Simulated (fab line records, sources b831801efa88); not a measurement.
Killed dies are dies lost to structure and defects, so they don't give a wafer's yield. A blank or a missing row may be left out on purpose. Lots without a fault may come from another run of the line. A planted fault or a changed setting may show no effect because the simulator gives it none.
A struck lot beside a sound one | flow gf180mcu | 27 steps out of a route of 602
Sound: wafers L976.2, L976.3, L976.4. Struck: wafers L981.1, L981.2, L981.3. The cause comes at the end.
At each step with rows: each side's tool, then ch and its chambers, then its first start. Under that, the readings that differ: sound wafers | struck wafers | difference of the means | sigmas: that difference in standard deviations of wafers without a fault.
alike: readings whose means differ by less than 2 such deviations, and words and numbers that are the same on both sides. not compared: withheld readings, readings that some wafer has no value for, bounds like >300 that may hide the same value, and numbers for which the record gives no deviation and whose values overlap.
The two part at a step that has a row with sigmas, a row that says differs or no value, or rows on one side only. Numbers that don't overlap but have no deviation are shown without sigmas and don't part them. A reading that every wafer of one side lacks parts them only if that side has two wafers or more.

GF_HV_LDD_ETCHBACK_58: etches Si3N4 in CH3F/O2, stops on SiO2, time 100 s, target depth 90 nm.
  sound on rie_diel-01 ch 0,2,3, day 14 19:02; struck on rie_diel-02 ch 0,2,3, day 16 08:08
  alike: drypump_motor_current_A, oes_product_au, throttle_valve_pct
  not compared: rf_hours_counter_h
then, 7 steps without rows for these wafers: GF_NSD_DEHYDRATE_00 (time 60 s); GF_NSD_HMDS_01 (prime time 60 s); GF_NSD_COAT_02 (resist thk 1000 nm); GF_NSD_SOFTBAKE_03 (time 60 s); GF_NSD_EXPOSE_04 (exposes mask Nplus, target cd 400 nm); GF_NSD_PEB_05; GF_NSD_DEVELOP_06 (develop time 60 s).
GF_NSD_CD_MEAS_07: target cd 400 nm.
  sound on cd_sem-01, day 15 16:53; struck on cd_sem-02, day 17 06:34
  alike: cd_nm
GF_NSD_OVL_MEAS_08:
  sound on overlay-01, day 15 16:59; struck on overlay-02, day 17 06:41
  alike: NSD_OVL
then, 2 steps without rows for these wafers: GF_NSD_IMPLANT_09; GF_NSD_IMPLANT_10.
GF_NSD_STRIP_11: strips in O2/N2.
  sound on plasma_asher-01 ch 0,1, day 15 17:19; struck on plasma_asher-03 ch 0,1, day 17 07:01
  no value came back on the struck wafers for any of 5 readings (chamber_pressure_mTorr (mTorr), drypump_motor_current_A (A) and others); on the sound wafers chamber_pressure_mTorr (mTorr) reads 1500.6 1502.6 1499.0
  reading                                  | sound | struck          | difference | sigmas
  model.NOVOLAK_of_NSD_COAT_02.thk_nm (nm) | 0 0 0 | 998.1 999 997.3 | +998.1     |
  not compared: rf_hours_counter_h
GF_NSD_TW_MEAS_12:
  sound on film_metro-04, day 15 17:25; struck on film_metro-04, day 17 07:07
  alike: NSD_TW
then, 7 steps without rows for these wafers: GF_PSD_DEHYDRATE_00 (time 60 s); GF_PSD_HMDS_01 (prime time 60 s); GF_PSD_COAT_02 (resist thk 1000 nm); GF_PSD_SOFTBAKE_03 (time 60 s); GF_PSD_EXPOSE_04 (exposes mask Pplus, target cd 400 nm); GF_PSD_PEB_05; GF_PSD_DEVELOP_06 (develop time 60 s).
GF_PSD_CD_MEAS_07: target cd 400 nm.
  sound on cd_sem-01, day 16 15:25; struck on cd_sem-01, day 18 06:13
  alike: cd_nm
GF_PSD_OVL_MEAS_08:
  sound on overlay-01, day 16 15:32; struck on overlay-01, day 18 06:20
  alike: PSD_OVL
then, 1 step without rows for these wafers: GF_PSD_IMPLANT_09.
GF_PSD_STRIP_10: strips in O2/N2.
  sound on plasma_asher-01 ch 0,1, day 16 15:43; struck on plasma_asher-03 ch 0,1, day 18 06:32
  reading                      | sound             | struck            | difference | sigmas
  oes_product_au (a.u.)        | 0.584 0.585 0.595 | 0.654 0.657 0.664 | +0.070     | +17
  strip_time_to_endpoint_s (s) | 16.52 16.50 16.49 | 31.41 31.42 31.43 | +14.92     | +99 or more
  alike: chamber_pressure_mTorr, drypump_motor_current_A, heater_power_w
  not compared: rf_hours_counter_h
GF_PSD_TW_MEAS_11:
  sound on film_metro-01, day 16 15:49; struck on film_metro-01, day 18 06:38
  reading | sound          | struck   | difference | sigmas
  PSD_TW  | 3193 3191 3183 | 30 30 30 | -3159      | -99 or more
then, 1 step without rows for these wafers: GF_PSD_CLEAN_12 (cleans in SC1/SC2, time 150 s).

WHERE THEY PART
First at GF_NSD_STRIP_11; last, within this record, at GF_PSD_TW_MEAS_11.

WHY: what the simulator had put in
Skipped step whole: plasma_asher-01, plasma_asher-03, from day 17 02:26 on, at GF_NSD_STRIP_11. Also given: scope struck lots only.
